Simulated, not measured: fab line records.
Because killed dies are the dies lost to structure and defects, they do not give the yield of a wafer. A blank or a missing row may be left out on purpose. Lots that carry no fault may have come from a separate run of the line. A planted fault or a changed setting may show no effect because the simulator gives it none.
fab line records | flow sky130 | part 1 of 2: steps 1 to 26 of 35
[record] lots = 5 | wafers = 15 | last_day = 50
route steps=708 shown POLY_GATE@236 LDD_N@237 LDD_P@255 LDD_HVN@267
lots that met no fault: taken from a fault-free run of the same line
start_h: hours from the record's first day to the start of the lot's first wafer shown | wait_h: hours elapsed since this lot's preceding step | " same as the row above | L1.1+2: several wafers, shown together as one row | - no value present, or no start provided | * or withheld: withheld | < > ~ a bound
route shown NAME@n: NAME is a module with steps in the file, n the number in the route of the first one | usual: mean/standard deviation of fault-free wafers | same: alike in all rows | chamber/n: place in a boat | sites: each site's reading | _std_site: how widely they spread, as a standard deviation | _edge_site: mean of outer sites minus mean of inner sites | radius_mm: for every site, how far away it sits from the centre of the wafer | mask NAME#n: copy n | behind: the tool/chamber that last shaped the wafer | hold: why the lot was held/for how many hours/how that ended | device: names the non-switching transistor (n, p or np) | end of line: the same wafers' tests at the end of the route | a step without rows: its recipe alone | killed: dies that structure and defects cost at the first sort, which is not the same as the wafer's yield | map: dies across one wafer; x = killed, . = not, _ = none there
set.NAME: the setting that was run; set.NAME@STEP: the one run at that earlier step | model.NAME: the simulator's own value behind a step, which no gauge read
lots at some steps of the route; a table a step, a row a wafer
services: from which hour (start_h, from the record's first day; less than 0 if before it) a tool's chamber was out of use, for how many hours, and why
[[steps]]
[step SKY_POLY_GATE_CD_MEAS_22]
[usual] cd_nm = 150.1/2.3
lot.wafer | tool      | chamber | start_h | wait_h | cd_nm
L079.1    | cd_sem-02 | -       | 426.05  | 0.1    | 144.5
L079.2    | "         | -       | "       | "      | 142.5
L079.3    | "         | -       | "       | "      | 146.1
L086.1    | cd_sem-01 | -       | 487.32  | 0.1    | 150.1
L086.3    | "         | -       | "       | "      | 149.6
L086.5    | "         | -       | "       | "      | 150.0
L089.1    | cd_sem-01 | -       | 515.75  | 0.1    | 150.4
L089.4    | "         | -       | "       | "      | 152.0
L089.5    | "         | -       | "       | "      | 148.9
L090.1    | cd_sem-02 | -       | 531.79  | 0.1    | 151.3
L090.3    | "         | -       | "       | "      | 150.7
L090.6    | "         | -       | "       | "      | 151.9
L092.1    | cd_sem-02 | -       | 537.55  | 0.1    | 151.3
L092.2    | "         | -       | "       | "      | 152.7
L092.6    | "         | -       | "       | "      | 151.3
[step SKY_LDD_N_DEHYDRATE_00]
[recipe] temp_c = 200 | time_s = 60
[usual] plate_temp_C = 200.05/0.16
lot.wafer | tool           | chamber | start_h | wait_h | plate_temp_C
L079.1    | litho_track-02 | 0       | 441.17  | 15.1   | 200.31
L079.2    | "              | 0       | "       | "      | 200.05
L079.3    | "              | 0       | "       | "      | 200.02
L086.1    | litho_track-03 | 0       | 502.42  | 15.1   | 200.18
L086.3    | "              | 0       | "       | "      | 200.20
L086.5    | "              | 0       | "       | "      | 199.84
L089.1    | litho_track-02 | 0       | 531.47  | 15.7   | 200.02
L089.4    | "              | 0       | "       | "      | 199.98
L089.5    | "              | 0       | "       | "      | 200.15
L090.1    | litho_track-01 | 0       | 546.70  | 14.9   | 200.14
L090.3    | "              | 0       | "       | "      | 200.19
L090.6    | "              | 0       | "       | "      | 200.13
L092.1    | litho_track-01 | 0       | 553.10  | 15.5   | 199.93
L092.2    | "              | 0       | "       | "      | 199.88
L092.6    | "              | 0       | "       | "      | 200.22
[step SKY_LDD_N_HMDS_01]
[recipe] prime_time_s = 60 | prime_temp_c = 120
[usual] prime_temp_c = 119.99/0.13
lot.wafer | tool           | chamber | start_h | wait_h | prime_temp_c
L079.1    | litho_track-02 | 0       | 441.32  | 0.1    | 119.78
L079.2    | "              | 0       | "       | "      | 119.86
L079.3    | "              | 0       | "       | "      | 119.88
L086.1    | litho_track-03 | 0       | 502.57  | 0.1    | 119.99
L086.3    | "              | 0       | "       | "      | 119.92
L086.5    | "              | 0       | "       | "      | 119.99
L089.1    | litho_track-02 | 0       | 531.62  | 0.1    | 119.94
L089.4    | "              | 0       | "       | "      | 119.81
L089.5    | "              | 0       | "       | "      | 119.85
L090.1    | litho_track-01 | 0       | 546.85  | 0.1    | 119.82
L090.3    | "              | 0       | "       | "      | 119.98
L090.6    | "              | 0       | "       | "      | 120.03
L092.1    | litho_track-01 | 0       | 553.25  | 0.1    | 119.87
L092.2    | "              | 0       | "       | "      | 119.98
L092.6    | "              | 0       | "       | "      | 120.02
[step SKY_LDD_N_COAT_02]
[recipe] resist = NOVOLAK | spin_rpm = 3000 | resist_thk_nm = 300
[usual] dispense_pressure_kPa = 44.3/0.72
lot.wafer | tool           | chamber | start_h | wait_h | dispense_pressure_kPa
L079.1    | litho_track-02 | 0       | 441.47  | 0.1    | 44.0
L079.2    | "              | 0       | "       | "      | 44.0
L079.3    | "              | 0       | "       | "      | 44.0
L086.1    | litho_track-03 | 0       | 502.72  | 0.1    | 43.4
L086.3    | "              | 0       | "       | "      | 43.4
L086.5    | "              | 0       | "       | "      | 43.5
L089.1    | litho_track-02 | 0       | 531.77  | 0.1    | 43.9
L089.4    | "              | 0       | "       | "      | 43.9
L089.5    | "              | 0       | "       | "      | 43.9
L090.1    | litho_track-01 | 0       | 547.00  | 0.1    | 45.3
L090.3    | "              | 0       | "       | "      | 45.2
L090.6    | "              | 0       | "       | "      | 45.2
L092.1    | litho_track-01 | 0       | 553.40  | 0.1    | 45.2
L092.2    | "              | 0       | "       | "      | 45.2
L092.6    | "              | 0       | "       | "      | 45.2
[step SKY_LDD_N_SOFTBAKE_03]
[recipe] temp_c = 90 | time_s = 60 | resist = NOVOLAK
[usual] plate_temp_C = 89.99/0.11
lot.wafer | tool           | chamber | start_h | wait_h | plate_temp_C
L079.1    | litho_track-02 | 0       | 441.62  | 0.1    | 89.87
L079.2    | "              | 0       | "       | "      | 89.81
L079.3    | "              | 0       | "       | "      | 89.92
L086.1    | litho_track-03 | 0       | 502.87  | 0.1    | 89.91
L086.3    | "              | 0       | "       | "      | 90.06
L086.5    | "              | 0       | "       | "      | 90.00
L089.1    | litho_track-02 | 0       | 531.92  | 0.1    | 89.90
L089.4    | "              | 0       | "       | "      | 89.84
L089.5    | "              | 0       | "       | "      | 89.97
L090.1    | litho_track-01 | 0       | 547.15  | 0.1    | 90.06
L090.3    | "              | 0       | "       | "      | 89.91
L090.6    | "              | 0       | "       | "      | 90.05
L092.1    | litho_track-01 | 0       | 553.55  | 0.1    | 90.05
L092.2    | "              | 0       | "       | "      | 89.95
L092.6    | "              | 0       | "       | "      | 90.35
[step SKY_LDD_N_EXPOSE_04]
[recipe] mask_id = NTM | target_cd_nm = 840 | na = 0.6 | source_shape = conventional | sigma_outer = 0.6 | dose_mj = 110
[usual] focus_offset_nm = 0.0/0.6 | reticle_temp_C = 23.00/0.11
lot.wafer | tool             | chamber | start_h | wait_h | mask  | focus_offset_nm | reticle_temp_C
L079.1    | iline_stepper-01 | 0       | -       | -      | NTM#0 | 1.2             | 23.12
L079.2    | "                | 0       | "       | "      | NTM#0 | 0.6             | 23.22
L079.3    | "                | 0       | "       | "      | NTM#0 | 1.6             | 23.28
L086.1    | iline_stepper-02 | 0       | -       | -      | NTM#0 | -0.1            | 22.97
L086.3    | "                | 0       | "       | "      | NTM#0 | -0.3            | 23.06
L086.5    | "                | 0       | "       | "      | NTM#0 | -0.3            | 22.88
L089.1    | iline_stepper-02 | 0       | -       | -      | NTM#0 | 0.7             | 23.03
L089.4    | "                | 0       | "       | "      | NTM#0 | 0.5             | 23.05
L089.5    | "                | 0       | "       | "      | NTM#0 | -0.5            | 23.20
L090.1    | iline_stepper-02 | 0       | -       | -      | NTM#0 | -0.1            | 23.11
L090.3    | "                | 0       | "       | "      | NTM#0 | 0.3             | 23.15
L090.6    | "                | 0       | "       | "      | NTM#0 | -0.2            | 23.10
L092.1    | iline_stepper-02 | 0       | -       | -      | NTM#0 | 0.2             | 22.86
L092.2    | "                | 0       | "       | "      | NTM#0 | -0.1            | 22.94
L092.6    | "                | 0       | "       | "      | NTM#0 | 0.3             | 22.92
[step SKY_LDD_N_PEB_05]
[recipe] temp_c = withheld | time_s = * | resist = NOVOLAK
lot.wafer  | tool           | chamber | start_h | wait_h
L079.1+2+3 | litho_track-01 | 0       | -       | -
L086.1+3+5 | litho_track-02 | 0       | -       | -
L089.1+4+5 | litho_track-02 | 0       | -       | -
L090.1+3+6 | litho_track-01 | 0       | -       | -
L092.1+2+6 | litho_track-02 | 0       | -       | -
[step SKY_LDD_N_DEVELOP_06]
[recipe] develop_time_s = 60 | dev_temp_c = 23
lot.wafer  | tool           | chamber | start_h | wait_h
L079.1+2+3 | litho_track-01 | 0       | 457.85  | 0.1
L086.1+3+5 | litho_track-02 | 0       | 517.22  | 0.1
L089.1+4+5 | litho_track-02 | 0       | 547.42  | 0.1
L090.1+3+6 | litho_track-01 | 0       | 562.55  | 0.1
L092.1+2+6 | litho_track-02 | 0       | 568.42  | 0.1
[step SKY_LDD_N_OVL_MEAS_07]
[usual] LDD_N_OVL = 0.0/1.4
lot.wafer | tool       | chamber | start_h | wait_h | LDD_N_OVL[nm]
L079.1    | overlay-02 | -       | 458.00  | 0.1    | 0.5
L079.2    | "          | -       | "       | "      | -0.7
L079.3    | "          | -       | "       | "      | 1.9
L086.1    | overlay-01 | -       | 517.37  | 0.1    | -0.7
L086.3    | "          | -       | "       | "      | -0.7
L086.5    | "          | -       | "       | "      | -3.4
L089.1    | overlay-02 | -       | 547.57  | 0.1    | -2.1
L089.4    | "          | -       | "       | "      | -1.5
L089.5    | "          | -       | "       | "      | 0.5
L090.1    | overlay-01 | -       | 562.70  | 0.1    | -0.2
L090.3    | "          | -       | "       | "      | -0.2
L090.6    | "          | -       | "       | "      | -0.1
L092.1    | overlay-01 | -       | 568.57  | 0.1    | -0.1
L092.2    | "          | -       | "       | "      | 3.7
L092.6    | "          | -       | "       | "      | 0.4
[step SKY_LDD_N_IMPLANT_08]
[recipe] species = As | energy_kev = 20 | dose_cm2 = 7.5e+13 | tilt_deg = withheld | rotation_deg = 23
[usual] end_station_pressure_torr = 5.31e-06/2.7e-07
lot.wafer | tool         | chamber | start_h | wait_h | end_station_pressure_torr
L079.1    | implanter-02 | 0       | 458.03  | 0.0    | 4.87e-06
L079.2    | "            | 0       | "       | "      | 5.27e-06
L079.3    | "            | 0       | "       | "      | 5.56e-06
L086.1    | implanter-02 | 0       | 517.40  | 0.0    | 4.91e-06
L086.3    | "            | 0       | "       | "      | 5.16e-06
L086.5    | "            | 0       | "       | "      | 5.65e-06
L089.1    | implanter-03 | 0       | 547.60  | 0.0    | 5.01e-06
L089.4    | "            | 0       | "       | "      | 5.61e-06
L089.5    | "            | 0       | "       | "      | 5.17e-06
L090.1    | implanter-02 | 0       | 562.73  | 0.0    | 5.25e-06
L090.3    | "            | 0       | "       | "      | 5.43e-06
L090.6    | "            | 0       | "       | "      | 5.39e-06
L092.1    | implanter-02 | 0       | 568.60  | 0.0    | 5.11e-06
L092.2    | "            | 0       | "       | "      | 4.73e-06
L092.6    | "            | 0       | "       | "      | 5.62e-06
[step SKY_LDD_N_IMPLANT_09]
[recipe] species = As | energy_kev = 20 | dose_cm2 = 7.5e+13 | tilt_deg = withheld | rotation_deg = 113
[usual] end_station_pressure_torr = 5.35e-06/2.8e-07
lot.wafer | tool         | chamber | start_h | wait_h | end_station_pressure_torr
L079.1    | implanter-02 | 0       | 458.18  | 0.1    | 5.37e-06
L079.2    | "            | 0       | "       | "      | 4.75e-06
L079.3    | "            | 0       | "       | "      | 4.95e-06
L086.1    | implanter-02 | 0       | 517.55  | 0.1    | 5.17e-06
L086.3    | "            | 0       | "       | "      | 4.99e-06
L086.5    | "            | 0       | "       | "      | 4.83e-06
L089.1    | implanter-03 | 0       | 547.75  | 0.1    | 4.86e-06
L089.4    | "            | 0       | "       | "      | 5.68e-06
L089.5    | "            | 0       | "       | "      | 5.37e-06
L090.1    | implanter-02 | 0       | 562.88  | 0.1    | 5.41e-06
L090.3    | "            | 0       | "       | "      | 5.22e-06
L090.6    | "            | 0       | "       | "      | 5.25e-06
L092.1    | implanter-02 | 0       | 568.75  | 0.1    | 5.61e-06
L092.2    | "            | 0       | "       | "      | 5.05e-06
L092.6    | "            | 0       | "       | "      | 5.44e-06
[step SKY_LDD_N_IMPLANT_10]
[recipe] species = As | energy_kev = 20 | dose_cm2 = 7.5e+13 | tilt_deg = withheld | rotation_deg = 203
[usual] end_station_pressure_torr = 5.38e-06/2.8e-07
lot.wafer | tool         | chamber | start_h | wait_h | end_station_pressure_torr
L079.1    | implanter-02 | 0       | 458.33  | 0.1    | 5.46e-06
L079.2    | "            | 0       | "       | "      | 5.47e-06
L079.3    | "            | 0       | "       | "      | 5.3e-06
L086.1    | implanter-02 | 0       | 517.70  | 0.1    | 5.74e-06
L086.3    | "            | 0       | "       | "      | 4.72e-06
L086.5    | "            | 0       | "       | "      | 5.59e-06
L089.1    | implanter-03 | 0       | 547.90  | 0.1    | 5.11e-06
L089.4    | "            | 0       | "       | "      | 5.46e-06
L089.5    | "            | 0       | "       | "      | 5.5e-06
L090.1    | implanter-02 | 0       | 563.03  | 0.1    | 5.31e-06
L090.3    | "            | 0       | "       | "      | 5.48e-06
L090.6    | "            | 0       | "       | "      | 5.25e-06
L092.1    | implanter-02 | 0       | 568.90  | 0.1    | 5.69e-06
L092.2    | "            | 0       | "       | "      | 5.48e-06
L092.6    | "            | 0       | "       | "      | 5.48e-06
[step SKY_LDD_N_IMPLANT_11]
[recipe] species = As | energy_kev = 20 | dose_cm2 = 7.5e+13 | tilt_deg = withheld | rotation_deg = 293
[usual] end_station_pressure_torr = 5.38e-06/2.8e-07
lot.wafer | tool         | chamber | start_h | wait_h | end_station_pressure_torr
L079.1    | implanter-02 | 0       | 458.48  | 0.1    | 5.54e-06
L079.2    | "            | 0       | "       | "      | 5.82e-06
L079.3    | "            | 0       | "       | "      | 5.02e-06
L086.1    | implanter-02 | 0       | 517.85  | 0.1    | 5.97e-06
L086.3    | "            | 0       | "       | "      | 5.17e-06
L086.5    | "            | 0       | "       | "      | 5.66e-06
L089.1    | implanter-03 | 0       | 548.05  | 0.1    | 5.66e-06
L089.4    | "            | 0       | "       | "      | 5.38e-06
L089.5    | "            | 0       | "       | "      | 5.56e-06
L090.1    | implanter-02 | 0       | 563.18  | 0.1    | 5.42e-06
L090.3    | "            | 0       | "       | "      | 5.32e-06
L090.6    | "            | 0       | "       | "      | 5.41e-06
L092.1    | implanter-02 | 0       | 569.05  | 0.1    | 5.18e-06
L092.2    | "            | 0       | "       | "      | 5.67e-06
L092.6    | "            | 0       | "       | "      | 5.51e-06
[step SKY_LDD_N_IMPLANT_12]
[recipe] species = BF2 | energy_kev = 50 | dose_cm2 = 5e+12 | tilt_deg = 30 | rotation_deg = 0
[usual] end_station_pressure_torr = 5.02e-06/2.4e-07
lot.wafer | tool         | chamber | start_h | wait_h | end_station_pressure_torr
L079.1    | implanter-02 | 0       | 458.63  | 0.1    | 5.12e-06
L079.2    | "            | 0       | "       | "      | 5.17e-06
L079.3    | "            | 0       | "       | "      | 4.77e-06
L086.1    | implanter-02 | 0       | 518.00  | 0.1    | 4.7e-06
L086.3    | "            | 0       | "       | "      | 5.24e-06
L086.5    | "            | 0       | "       | "      | 5.21e-06
L089.1    | implanter-03 | 0       | 548.20  | 0.1    | 4.81e-06
L089.4    | "            | 0       | "       | "      | 4.71e-06
L089.5    | "            | 0       | "       | "      | 5.2e-06
L090.1    | implanter-02 | 0       | 563.33  | 0.1    | 5e-06
L090.3    | "            | 0       | "       | "      | 4.99e-06
L090.6    | "            | 0       | "       | "      | 5.01e-06
L092.1    | implanter-02 | 0       | 569.20  | 0.1    | 5.1e-06
L092.2    | "            | 0       | "       | "      | 5.06e-06
L092.6    | "            | 0       | "       | "      | 4.72e-06
[step SKY_LDD_N_IMPLANT_13]
[recipe] species = BF2 | energy_kev = 50 | dose_cm2 = 5e+12 | tilt_deg = 30 | rotation_deg = 90
[usual] end_station_pressure_torr = 5.05e-06/2.7e-07
lot.wafer | tool         | chamber | start_h | wait_h | end_station_pressure_torr
L079.1    | implanter-02 | 0       | 458.78  | 0.1    | 5.09e-06
L079.2    | "            | 0       | "       | "      | 4.85e-06
L079.3    | "            | 0       | "       | "      | 5.28e-06
L086.1    | implanter-02 | 0       | 518.15  | 0.1    | 5.21e-06
L086.3    | "            | 0       | "       | "      | 5.21e-06
L086.5    | "            | 0       | "       | "      | 5.12e-06
L089.1    | implanter-03 | 0       | 548.35  | 0.1    | 5.5e-06
L089.4    | "            | 0       | "       | "      | 5.4e-06
L089.5    | "            | 0       | "       | "      | 5.13e-06
L090.1    | implanter-02 | 0       | 563.48  | 0.1    | 4.8e-06
L090.3    | "            | 0       | "       | "      | 5.04e-06
L090.6    | "            | 0       | "       | "      | 5.16e-06
L092.1    | implanter-02 | 0       | 569.35  | 0.1    | 4.86e-06
L092.2    | "            | 0       | "       | "      | 5.02e-06
L092.6    | "            | 0       | "       | "      | 5.12e-06
[step SKY_LDD_N_IMPLANT_14]
[recipe] species = BF2 | energy_kev = 50 | dose_cm2 = 5e+12 | tilt_deg = 30 | rotation_deg = 180
[usual] end_station_pressure_torr = 5.03e-06/2.9e-07
lot.wafer | tool         | chamber | start_h | wait_h | end_station_pressure_torr
L079.1    | implanter-02 | 0       | 458.93  | 0.1    | 5.39e-06
L079.2    | "            | 0       | "       | "      | 4.76e-06
L079.3    | "            | 0       | "       | "      | 5.35e-06
L086.1    | implanter-02 | 0       | 518.30  | 0.1    | 4.3e-06
L086.3    | "            | 0       | "       | "      | 5.06e-06
L086.5    | "            | 0       | "       | "      | 4.7e-06
L089.1    | implanter-03 | 0       | 548.50  | 0.1    | 4.98e-06
L089.4    | "            | 0       | "       | "      | 5.24e-06
L089.5    | "            | 0       | "       | "      | 5e-06
L090.1    | implanter-02 | 0       | 563.63  | 0.1    | 5.33e-06
L090.3    | "            | 0       | "       | "      | 4.88e-06
L090.6    | "            | 0       | "       | "      | 5.16e-06
L092.1    | implanter-02 | 0       | 569.50  | 0.1    | 5.08e-06
L092.2    | "            | 0       | "       | "      | 5.46e-06
L092.6    | "            | 0       | "       | "      | 4.88e-06
[step SKY_LDD_N_IMPLANT_15]
[recipe] species = BF2 | energy_kev = 50 | dose_cm2 = 5e+12 | tilt_deg = 30 | rotation_deg = 270
[usual] end_station_pressure_torr = 5.08e-06/2.8e-07
lot.wafer | tool         | chamber | start_h | wait_h | end_station_pressure_torr
L079.1    | implanter-02 | 0       | 459.08  | 0.1    | 4.67e-06
L079.2    | "            | 0       | "       | "      | 5.41e-06
L079.3    | "            | 0       | "       | "      | 5.25e-06
L086.1    | implanter-02 | 0       | 518.45  | 0.1    | 4.9e-06
L086.3    | "            | 0       | "       | "      | 5.36e-06
L086.5    | "            | 0       | "       | "      | 5.31e-06
L089.1    | implanter-03 | 0       | 548.65  | 0.1    | 4.98e-06
L089.4    | "            | 0       | "       | "      | 5.3e-06
L089.5    | "            | 0       | "       | "      | 5.09e-06
L090.1    | implanter-02 | 0       | 563.78  | 0.1    | 5.52e-06
L090.3    | "            | 0       | "       | "      | 4.88e-06
L090.6    | "            | 0       | "       | "      | 4.87e-06
L092.1    | implanter-02 | 0       | 569.65  | 0.1    | 4.86e-06
L092.2    | "            | 0       | "       | "      | 5.15e-06
L092.6    | "            | 0       | "       | "      | 5.34e-06
[step SKY_LDD_N_STRIP_16]
[recipe] chemistry = O2/N2 | power_w = 1400 | pressure_mtorr = 1500 | platen_temp_c = withheld | o2_flow_sccm = 3000 | n2_flow_sccm = 300 | overash_fraction = 0.5
[usual] drypump_motor_current_A = 5.5/0.31 | o2_flow_sccm = 3000/8.5 | oes_product_au = 0.406/0.0045 | strip_time_to_endpoint_s = 4.315/0.014
lot.wafer | tool            | chamber | start_h | wait_h | drypump_motor_current_A | o2_flow_sccm | oes_product_au | rf_hours_counter_h | strip_time_to_endpoint_s
L079.1    | plasma_asher-03 | 0       | 459.23  | 0.1    | 5.3                     | 2993         | 0.411          | 33                 | 4.334
L079.2    | "               | 1       | "       | "      | 5.2                     | 2988         | 0.412          | 33                 | 4.330
L079.3    | "               | 0       | "       | "      | 5.3                     | 2992         | 0.407          | -                  | 4.312
L086.1    | plasma_asher-01 | 1       | 518.60  | 0.1    | 5.8                     | 3009         | 0.403          | 9                  | 4.326
L086.3    | "               | 0       | "       | "      | 5.2                     | 2979         | 0.410          | -                  | 4.317
L086.5    | "               | 1       | "       | "      | 5.8                     | 2999         | 0.405          | -                  | 4.336
L089.1    | plasma_asher-03 | 0       | 548.80  | 0.1    | 5.3                     | 3008         | 0.403          | 42                 | 4.336
L089.4    | "               | 1       | "       | "      | 5.2                     | 2988         | 0.409          | -                  | 4.333
L089.5    | "               | 1       | "       | "      | 5.2                     | 2992         | 0.413          | -                  | 4.317
L090.1    | plasma_asher-01 | 1       | 563.93  | 0.1    | 5.8                     | 3009         | 0.405          | 13                 | 4.304
L090.3    | "               | 1       | "       | "      | 5.8                     | 3006         | 0.402          | -                  | 4.310
L090.6    | "               | 1       | "       | "      | 5.8                     | 2996         | 0.412          | -                  | 4.325
L092.1    | plasma_asher-01 | 1       | 569.80  | 0.1    | 5.7                     | 3012         | 0.411          | 14                 | 4.306
L092.2    | "               | 0       | "       | "      | 5.1                     | 2995         | 0.413          | 14                 | 4.328
L092.6    | "               | 1       | "       | "      | 5.7                     | 3008         | 0.398          | -                  | 4.326
[step SKY_LDD_N_TW_MEAS_17]
[usual] LDD_N_TW = 2602/17
lot.wafer | tool          | chamber | start_h | wait_h | LDD_N_TW
L079.1    | film_metro-02 | -       | 459.33  | 0.1    | 2635
L079.2    | "             | -       | "       | "      | 2643
L079.3    | "             | -       | "       | "      | 2621
L086.1    | film_metro-03 | -       | 518.70  | 0.1    | 2584
L086.3    | "             | -       | "       | "      | 2571
L086.5    | "             | -       | "       | "      | 2564
L089.1    | film_metro-02 | -       | 548.90  | 0.1    | 2594
L089.4    | "             | -       | "       | "      | 2601
L089.5    | "             | -       | "       | "      | 2597
L090.1    | film_metro-03 | -       | 564.03  | 0.1    | 2563
L090.3    | "             | -       | "       | "      | 2594
L090.6    | "             | -       | "       | "      | 2578
L092.1    | film_metro-02 | -       | 569.90  | 0.1    | 2617
L092.2    | "             | -       | "       | "      | 2626
L092.6    | "             | -       | "       | "      | 2633
[step SKY_LDD_P_DEHYDRATE_00]
[recipe] temp_c = 200 | time_s = 60
[usual] plate_temp_C = 199.97/0.16
lot.wafer | tool           | chamber | start_h | wait_h | plate_temp_C
L079.1    | litho_track-04 | 0       | 473.20  | 13.9   | 200.38
L079.2    | "              | 0       | "       | "      | 200.14
L079.3    | "              | 0       | "       | "      | 200.20
L086.1    | litho_track-03 | 0       | 533.11  | 14.4   | 200.08
L086.3    | "              | 0       | "       | "      | 199.96
L086.5    | "              | 0       | "       | "      | 200.01
L089.1    | litho_track-01 | 0       | 563.65  | 14.7   | 199.81
L089.4    | "              | 0       | "       | "      | 200.05
L089.5    | "              | 0       | "       | "      | 199.85
L090.1    | litho_track-03 | 0       | 578.16  | 14.1   | 199.89
L090.3    | "              | 0       | "       | "      | 200.17
L090.6    | "              | 0       | "       | "      | 199.93
L092.1    | litho_track-03 | 0       | 584.96  | 15.1   | 200.08
L092.2    | "              | 0       | "       | "      | 200.14
L092.6    | "              | 0       | "       | "      | 200.03
[step SKY_LDD_P_HMDS_01]
[recipe] prime_time_s = 60 | prime_temp_c = 119.2
[usual] prime_temp_c = 119.21/0.13
lot.wafer | tool           | chamber | start_h | wait_h | prime_temp_c
L079.1    | litho_track-04 | 0       | 473.35  | 0.1    | 119.14
L079.2    | "              | 0       | "       | "      | 119.18
L079.3    | "              | 0       | "       | "      | 119.32
L086.1    | litho_track-03 | 0       | 533.26  | 0.1    | 119.17
L086.3    | "              | 0       | "       | "      | 118.95
L086.5    | "              | 0       | "       | "      | 119.00
L089.1    | litho_track-01 | 0       | 563.80  | 0.1    | 119.09
L089.4    | "              | 0       | "       | "      | 119.15
L089.5    | "              | 0       | "       | "      | 119.18
L090.1    | litho_track-03 | 0       | 578.31  | 0.1    | 119.25
L090.3    | "              | 0       | "       | "      | 119.13
L090.6    | "              | 0       | "       | "      | 119.19
L092.1    | litho_track-03 | 0       | 585.11  | 0.1    | 119.39
L092.2    | "              | 0       | "       | "      | 119.05
L092.6    | "              | 0       | "       | "      | 119.13
[step SKY_LDD_P_COAT_02]
[recipe] resist = NOVOLAK | spin_rpm = 3000 | resist_thk_nm = 1140
[usual] dispense_pressure_kPa = 46.1/2.5
lot.wafer | tool           | chamber | start_h | wait_h | dispense_pressure_kPa
L079.1    | litho_track-04 | 0       | 473.50  | 0.1    | 49.3
L079.2    | "              | 0       | "       | "      | 49.3
L079.3    | "              | 0       | "       | "      | 49.2
L086.1    | litho_track-03 | 0       | 533.41  | 0.1    | 43.4
L086.3    | "              | 0       | "       | "      | 43.4
L086.5    | "              | 0       | "       | "      | 43.4
L089.1    | litho_track-01 | 0       | 563.95  | 0.1    | 45.2
L089.4    | "              | 0       | "       | "      | 45.2
L089.5    | "              | 0       | "       | "      | 45.2
L090.1    | litho_track-03 | 0       | 578.46  | 0.1    | 43.4
L090.3    | "              | 0       | "       | "      | 43.4
L090.6    | "              | 0       | "       | "      | 43.4
L092.1    | litho_track-03 | 0       | 585.26  | 0.1    | 43.4
L092.2    | "              | 0       | "       | "      | 43.4
L092.6    | "              | 0       | "       | "      | 43.4
[step SKY_LDD_P_SOFTBAKE_03]
[recipe] temp_c = 90 | time_s = 60 | resist = NOVOLAK
[usual] plate_temp_C = 90.02/0.11
lot.wafer | tool           | chamber | start_h | wait_h | plate_temp_C
L079.1    | litho_track-04 | 0       | 473.65  | 0.1    | 90.15
L079.2    | "              | 0       | "       | "      | 90.07
L079.3    | "              | 0       | "       | "      | 89.99
L086.1    | litho_track-03 | 0       | 533.56  | 0.1    | 89.99
L086.3    | "              | 0       | "       | "      | 90.21
L086.5    | "              | 0       | "       | "      | 90.09
L089.1    | litho_track-01 | 0       | 564.10  | 0.1    | 89.91
L089.4    | "              | 0       | "       | "      | 90.21
L089.5    | "              | 0       | "       | "      | 90.09
L090.1    | litho_track-03 | 0       | 578.61  | 0.1    | 90.14
L090.3    | "              | 0       | "       | "      | 90.32
L090.6    | "              | 0       | "       | "      | 90.26
L092.1    | litho_track-03 | 0       | 585.41  | 0.1    | 90.11
L092.2    | "              | 0       | "       | "      | 90.18
L092.6    | "              | 0       | "       | "      | 90.05
[step SKY_LDD_P_EXPOSE_04]
[recipe] mask_id = PSDM | na = 0.6 | source_shape = conventional | sigma_outer = 0.6 | polarization = unpolarized | target_cd_nm = 380 | dose_mj = 138
[usual] focus_offset_nm = -0.1/0.55 | reticle_temp_C = 23.00/0.1
lot.wafer | tool             | chamber | start_h | wait_h | mask   | focus_offset_nm | reticle_temp_C
L079.1    | iline_stepper-02 | 0       | -       | -      | PSDM#0 | -0.3            | 22.81
L079.2    | "                | 0       | "       | "      | PSDM#0 | 0.1             | 22.93
L079.3    | "                | 0       | "       | "      | PSDM#0 | -0.4            | 22.87
L086.1    | iline_stepper-02 | 0       | -       | -      | PSDM#0 | -0.3            | 22.99
L086.3    | "                | 0       | "       | "      | PSDM#0 | 0.4             | 23.25
L086.5    | "                | 0       | "       | "      | PSDM#0 | 0.2             | 23.05
L089.1    | iline_stepper-02 | 0       | -       | -      | PSDM#0 | 1.3             | 22.86
L089.4    | "                | 0       | "       | "      | PSDM#0 | 1.3             | 22.86
L089.5    | "                | 0       | "       | "      | PSDM#0 | 0.0             | 22.81
L090.1    | iline_stepper-02 | 0       | -       | -      | PSDM#0 | 0.3             | 23.02
L090.3    | "                | 0       | "       | "      | PSDM#0 | 0.0             | 23.03
L090.6    | "                | 0       | "       | "      | PSDM#0 | -0.5            | 23.16
L092.1    | iline_stepper-02 | 0       | -       | -      | PSDM#0 | -0.5            | 22.99
L092.2    | "                | 0       | "       | "      | PSDM#0 | 0.4             | 23.01
L092.6    | "                | 0       | "       | "      | PSDM#0 | -1.0            | 23.26
[step SKY_LDD_P_PEB_05]
[recipe] temp_c = withheld | time_s = * | resist = NOVOLAK
lot.wafer  | tool           | chamber | start_h | wait_h
L079.1+2+3 | litho_track-01 | 0       | -       | -
L086.1+3+5 | litho_track-01 | 0       | -       | -
L089.1+4+5 | litho_track-04 | 0       | -       | -
L090.1+3+6 | litho_track-04 | 0       | -       | -
L092.1+2+6 | litho_track-04 | 0       | -       | -
[step SKY_LDD_P_DEVELOP_06]
[recipe] resist = NOVOLAK | developer = TMAH | develop_time_s = 60 | dev_temp_c = 23
lot.wafer  | tool           | chamber | start_h | wait_h
L079.1+2+3 | litho_track-01 | 0       | 489.65  | 0.1
L086.1+3+5 | litho_track-01 | 0       | 549.05  | 0.1
L089.1+4+5 | litho_track-04 | 0       | 579.15  | 0.1
L090.1+3+6 | litho_track-04 | 0       | 593.90  | 0.1
L092.1+2+6 | litho_track-04 | 0       | 600.20  | 0.1
